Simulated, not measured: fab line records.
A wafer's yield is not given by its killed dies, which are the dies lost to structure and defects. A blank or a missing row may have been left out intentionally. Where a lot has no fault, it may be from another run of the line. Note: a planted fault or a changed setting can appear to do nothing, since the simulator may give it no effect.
Which tool was responsible? | flow sky130 | Sampling: 24 lots, 72 wafers, 6 of 708 route steps

== WHAT THE GAUGES READ, wafer by wafer ==
SKY_FIELD_ISO_THK_MEAS_02.
lot  | measured    | on           | FIELD_ISO_OXIDATION_00_THK (nm)
L074 | day 1 12:11 | filmMetro-02 | 12.27 11.75 11.79
L075 | day 1 16:57 | filmMetro-01 | 11.69 11.95 12.02
L076 | day 1 21:40 | filmMetro-02 | 12.00 12.13 12.22
L077 | day 2 02:58 | filmMetro-02 | 11.97 11.93 11.88
L078 | day 2 08:41 | filmMetro-01 | 12.36 12.27 12.22
L079 | day 2 13:03 | filmMetro-03 | 11.85 11.66 11.71
L080 | day 2 18:59 | filmMetro-01 | 12.19 12.03 12.02
L081 | day 2 22:38 | filmMetro-03 | 12.25 12.15 12.11
L082 | day 3 04:21 | filmMetro-02 | 12.21 12.20 12.12
L083 | day 3 08:38 | filmMetro-03 | 12.06 11.88 12.05
L084 | day 3 13:38 | filmMetro-01 | 12.15 12.13 12.36
L085 | day 3 20:57 | filmMetro-03 | 11.73 12.01 11.73
L086 | day 4 02:44 | filmMetro-01 | 12.09 12.01 12.01
L087 | day 4 05:29 | filmMetro-02 | 11.89 11.90 12.23
L088 | day 4 09:38 | filmMetro-01 | 12.39 12.57 12.53
L089 | day 4 19:35 | filmMetro-03 | 11.84 11.96 11.99
L090 | day 4 21:07 | filmMetro-03 | 12.12 12.17 12.17
L091 | day 5 01:06 | filmMetro-01 | 11.90 11.69 11.88
L092 | day 5 06:25 | filmMetro-02 | 11.67 11.67 11.67
L093 | day 5 12:02 | filmMetro-03 | 11.79 11.98 11.93
L094 | day 5 15:38 | filmMetro-01 | 11.71 11.71 11.65
L095 | day 5 20:59 | filmMetro-01 | 12.54 12.35 12.41
L096 | day 6 01:47 | filmMetro-03 | 12.83 12.65 12.67
L097 | day 6 06:38 | filmMetro-02 | 12.24 12.39 12.55

SKY_NWELL_OVL_MEAS_10.
lot  | measured     | on         | NWELL_00_OVL (nm)
L074 | day 4 15:46  | overlay-01 | 1.5 2.9 1.9
L075 | day 4 17:40  | overlay-02 | 2.7 1.9 0.1
L076 | day 5 01:17  | overlay-02 | -1.5 -0.9 -1.4
L077 | day 5 06:49  | overlay-02 | 0.7 -0.1 -1.1
L078 | day 5 13:21  | overlay-01 | 1.1 0.0 1.6
L079 | day 5 18:07  | overlay-01 | -0.3 -1.8 -1.6
L080 | day 6 06:13  | overlay-02 | -2.5 -2.1 -3.3
L081 | day 6 11:52  | overlay-02 | -2.5 -0.9 -2.0
L082 | day 6 15:20  | overlay-01 | 1.3 1.2 1.8
L083 | day 7 04:06  | overlay-01 | -0.2 -0.1 -0.5
L084 | day 7 03:43  | overlay-01 | -0.4 2.6 0.9
L085 | day 7 10:39  | overlay-01 | -0.2 -0.4 -0.4
L086 | day 7 15:55  | overlay-02 | -0.1 0.6 -0.4
L087 | day 7 17:31  | overlay-02 | -3.3 -2.2 -1.0
L088 | day 8 00:41  | overlay-01 | 1.0 1.0 1.4
L089 | day 8 09:19  | overlay-01 | 1.6 2.2 2.4
L090 | day 8 11:19  | overlay-01 | 0.0 0.5 -0.5
L091 | day 8 17:37  | overlay-01 | -1.1 -2.3 -0.4
L092 | day 8 21:40  | overlay-01 | 0.7 1.1 1.0
L093 | day 9 04:31  | overlay-01 | 0.3 0.5 -1.2
L094 | day 9 07:31  | overlay-01 | 2.2 1.4 2.4
L095 | day 9 17:32  | overlay-01 | 0.5 0.9 0.9
L096 | day 9 21:19  | overlay-01 | 0.4 1.5 0.8
L097 | day 10 02:07 | overlay-02 | -1.3 -1.7 -1.0

SKY_SONOS_TUNNEL_OVL_MEAS_08.
lot  | measured     | on         | SONOS_TUNNEL_OVL (nm)
L074 | day 11 13:47 | overlay-02 | 1.2 -0.1 2.1
L075 | day 11 16:41 | overlay-02 | 2.6 2.6 2.0
L076 | day 12 02:20 | overlay-01 | 1.7 0.4 2.1
L077 | day 12 08:50 | overlay-02 | -0.2 1.7 0.0
L078 | day 12 19:05 | overlay-01 | 3.8 3.3 4.7
L079 | day 13 02:23 | overlay-01 | 1.4 0.8 0.6
L080 | day 13 18:59 | overlay-02 | 3.0 2.4 2.1
L081 | day 14 01:23 | overlay-01 | 1.6 1.3 0.9
L082 | day 14 07:02 | overlay-01 | -0.2 0.8 -0.4
L083 | day 15 00:56 | overlay-01 | 2.1 1.2 1.2
L084 | day 15 00:17 | overlay-02 | 3.4 2.5 2.1
L085 | day 15 08:47 | overlay-02 | -0.8 0.6 0.6
L086 | day 15 16:05 | overlay-02 | 0.7 0.9 -0.3
L087 | day 15 17:38 | overlay-02 | -1.3 -0.3 0.5
L088 | day 16 04:56 | overlay-01 | 2.1 1.2 1.6
L089 | day 16 15:56 | overlay-02 | 1.4 1.2 0.3
L090 | day 16 19:26 | overlay-02 | 2.7 4.5 2.4
L091 | day 17 02:35 | overlay-01 | 2.7 1.8 3.3
L092 | day 17 09:38 | overlay-02 | -0.7 -1.1 1.1
L093 | day 17 18:50 | overlay-01 | 1.4 0.8 0.2
L094 | day 17 22:50 | overlay-02 | 2.3 1.3 2.0
L095 | day 18 11:05 | overlay-01 | 0.4 1.1 1.2
L096 | day 18 16:17 | overlay-02 | -0.2 1.9 0.8
L097 | day 18 23:59 | overlay-02 | -1.0 -1.5 -2.4

SKY_LI_CONTACT_THK_MEAS_23: measures by xrf.
lot  | measured     | on           | LI_CONTACT_W_THK (nm)
L074 | day 29 08:25 | filmMetro-03 | 401 400 405
L075 | day 29 15:46 | filmMetro-01 | 401 395 401
L076 | day 29 23:04 | filmMetro-01 | 406 409 407
L077 | day 30 02:54 | filmMetro-04 | 398 392 398
L078 | day 30 18:46 | filmMetro-03 | 406 390 401
L079 | day 31 07:12 | filmMetro-01 | 396 406 403
L080 | day 31 18:18 | filmMetro-01 | 397 393 392
L081 | day 32 02:45 | filmMetro-01 | 396 396 386
L082 | day 32 11:19 | filmMetro-04 | 401 388 386
L083 | day 33 02:35 | filmMetro-04 | 395 398 389
L084 | day 33 00:49 | filmMetro-03 | 394 395 404
L085 | day 33 07:46 | filmMetro-04 | 397 396 395
L086 | day 33 12:01 | filmMetro-04 | 388 399 398
L087 | day 33 13:36 | filmMetro-04 | 394 390 400
L088 | day 33 17:50 | filmMetro-04 | 395 397 391
L089 | day 34 09:58 | filmMetro-04 | 396 398 398
L090 | day 34 15:01 | filmMetro-01 | 398 402 402
L091 | day 34 21:40 | filmMetro-03 | 393 394 390
L092 | day 35 05:31 | filmMetro-04 | 397 394 397
L093 | day 35 07:17 | filmMetro-03 | 394 393 398
L094 | day 35 12:38 | filmMetro-04 | 390 388 391
L095 | day 36 02:49 | filmMetro-04 | 394 404 401
L096 | day 36 04:23 | filmMetro-04 | 390 397 394
L097 | day 36 13:13 | filmMetro-01 | 393 390 391

== TOOL THAT RAN EACH LOT (tool first, then ch and the chambers of the sampled wafers, then the start) ==
lot  | SKY_POLY_CUT_ETCH_10              | SKY_SD_N_RTA_14
L074 | rieDiel-03 ch 0,2, day 24 11:16   | rtpAnneal-01 ch 0, day 28 02:35
L075 | rieDiel-01 ch 0,3, day 24 18:04   | rtpAnneal-02 ch 0, day 28 09:23
L076 | rieDiel-02 ch 0,2,3, day 25 02:25 | rtpAnneal-01 ch 0, day 28 16:52
L077 | rieDiel-03 ch 1,2,3, day 25 05:55 | rtpAnneal-02 ch 0, day 28 21:22
L078 | rieDiel-03 ch 1,2,3, day 25 22:11 | rtpAnneal-01 ch 0, day 29 12:29
L079 | rieDiel-03 ch 0,1,2, day 26 10:38 | rtpAnneal-02 ch 0, day 30 00:45
L080 | rieDiel-03 ch 0,1,2, day 26 22:46 | rtpAnneal-01 ch 0, day 30 12:38
L081 | rieDiel-01 ch 1,2,3, day 27 08:47 | rtpAnneal-01 ch 0, day 30 21:34
L082 | rieDiel-02 ch 0,2, day 27 14:47   | rtpAnneal-02 ch 0, day 31 05:22
L083 | rieDiel-02 ch 1,2, day 28 09:17   | rtpAnneal-02 ch 0, day 31 22:05
L084 | rieDiel-03 ch 0,3, day 28 07:08   | rtpAnneal-01 ch 0, day 31 20:29
L085 | rieDiel-01 ch 1,3, day 28 14:52   | rtpAnneal-01 ch 0, day 32 02:31
L086 | rieDiel-02 ch 0,2,3, day 28 18:46 | rtpAnneal-02 ch 0, day 32 07:47
L087 | rieDiel-01 ch 1,2, day 28 20:34   | rtpAnneal-01 ch 0, day 32 08:59
L088 | rieDiel-02 ch 1,2,3, day 29 02:37 | rtpAnneal-02 ch 0, day 32 13:33
L089 | rieDiel-03 ch 1,2,3, day 29 18:25 | rtpAnneal-01 ch 0, day 33 05:07
L090 | rieDiel-03 ch 0,1,3, day 30 00:49 | rtpAnneal-02 ch 0, day 33 11:16
L091 | rieDiel-03 ch 0,2, day 30 07:01   | rtpAnneal-01 ch 0, day 33 16:58
L092 | rieDiel-03 ch 1,2, day 30 16:01   | rtpAnneal-02 ch 0, day 34 01:12
L093 | rieDiel-02 ch 0,1, day 30 18:04   | rtpAnneal-01 ch 0, day 34 03:26
L094 | rieDiel-02 ch 1,2, day 31 00:07   | rtpAnneal-02 ch 0, day 34 08:08
L095 | rieDiel-03 ch 1,2,3, day 31 12:29 | rtpAnneal-01 ch 0, day 34 22:35
L096 | rieDiel-01 ch 0,1,2, day 31 15:58 | rtpAnneal-02 ch 0, day 34 23:53
L097 | rieDiel-02 ch 1,3, day 32 00:29   | rtpAnneal-01 ch 0, day 35 08:40
- SKY_POLY_CUT_ETCH_10: etches BARC in N2/H2, stops on SiO2, time 45.9 s, target depth 60 nm.
- SKY_SD_N_RTA_14: time 2 s.

== AS READ BY THE TOOLS THEMSELVES (means over the sampled wafers that have a number; for cases with no such wafer, the mark the record gives instead) ==
SKY_POLY_CUT_ETCH_10.
lot  | tool       | drypumpMotorCurrentA (A) | oesProductAu (a.u.) | throttleValvePct (%)
L074 | rieDiel-03 | 5.8                      | 0.850               | 13.228
L075 | rieDiel-01 | 5.8                      | 0.849               | 13.228
L076 | rieDiel-02 | 5.9                      | 0.859               | 13.215
L077 | rieDiel-03 | 5.9                      | 0.850               | 13.232
L078 | rieDiel-03 | 5.9                      | 0.851               | 13.226
L079 | rieDiel-03 | 5.8                      | 0.851               | 13.224
L080 | rieDiel-03 | 5.8                      | 0.853               | 13.222
L081 | rieDiel-01 | 6.1                      | 0.851               | 13.222
L082 | rieDiel-02 | 5.6                      | 0.854               | 13.225
L083 | rieDiel-02 | 5.5                      | 0.856               | 13.231
L084 | rieDiel-03 | 5.7                      | 0.859               | 13.226
L085 | rieDiel-01 | 6.2                      | 0.853               | 13.222
L086 | rieDiel-02 | 5.9                      | 0.856               | 13.225
L087 | rieDiel-01 | 6.1                      | 0.855               | 13.213
L088 | rieDiel-02 | 5.9                      | 0.852               | 13.234
L089 | rieDiel-03 | 5.9                      | 0.856               | 13.229
L090 | rieDiel-03 | 5.7                      | 0.860               | 13.226
L091 | rieDiel-03 | 5.9                      | 0.854               | 13.226
L092 | rieDiel-03 | 5.8                      | 0.854               | 13.227
L093 | rieDiel-02 | 5.7                      | 0.853               | 13.233
L094 | rieDiel-02 | 5.5                      | 0.848               | 13.230
L095 | rieDiel-03 | 5.9                      | 0.854               | 13.228
L096 | rieDiel-01 | 5.8                      | 0.853               | 13.228
L097 | rieDiel-02 | 6.3                      | 0.851               | 13.224

SKY_SD_N_RTA_14.
lot  | tool         | lampPowerPct (%) | wafer_temp_C_max
L074 | rtpAnneal-01 | 15.78            | 1076.8
L075 | rtpAnneal-02 | 15.75            | 1078.5
L076 | rtpAnneal-01 | 15.70            | 1078.0
L077 | rtpAnneal-02 | 15.77            | 1077.6
L078 | rtpAnneal-01 | 15.75            | 1077.5
L079 | rtpAnneal-02 | 15.78            | 1077.7
L080 | rtpAnneal-01 | 15.79            | 1078.7
L081 | rtpAnneal-01 | 15.72            | 1078.9
L082 | rtpAnneal-02 | 15.75            | 1077.0
L083 | rtpAnneal-02 | 15.71            | 1077.9
L084 | rtpAnneal-01 | 15.74            | 1079.7
L085 | rtpAnneal-01 | 15.76            | 1078.4
L086 | rtpAnneal-02 | 15.71            | 1078.6
L087 | rtpAnneal-01 | 15.70            | 1078.3
L088 | rtpAnneal-02 | 15.70            | 1078.3
L089 | rtpAnneal-01 | 15.72            | 1077.9
L090 | rtpAnneal-02 | 15.78            | 1078.5
L091 | rtpAnneal-01 | 15.72            | 1077.7
L092 | rtpAnneal-02 | 15.72            | 1079.0
L093 | rtpAnneal-01 | 15.70            | 1079.1
L094 | rtpAnneal-02 | 15.75            | 1078.6
L095 | rtpAnneal-01 | 15.70            | 1077.6
L096 | rtpAnneal-02 | 15.71            | 1078.3
L097 | rtpAnneal-01 | 15.74            | 1077.9

== THE ANSWER, worked out from the rows above alone ==
Rule: what is usual is taken from the lots themselves. The widest of any qualifying gaps counts: lots, ordered by their means at a reading, are off when they make up no more than a third of the lots, leave a main group of 4 or more, and stand apart from it by 3 or more times the standard deviation of that group's means. If all means in a main group match to the digits the tables above print for the reading, that group is not used. Also off: a lot with no number at a reading for which 4 or more lots have one. The other lots that the step has rows for count as sound. After the gauges, taken in route order, come the tools' own readings; for these a lot's mean is taken, as printed above. At the first step where some lot is off, the reading lying furthest off is the one used; lots without a number count as furthest.
Nothing can be told from this: no lot is off at any reading shown.

== WHAT THE SIMULATOR PUT IN ==
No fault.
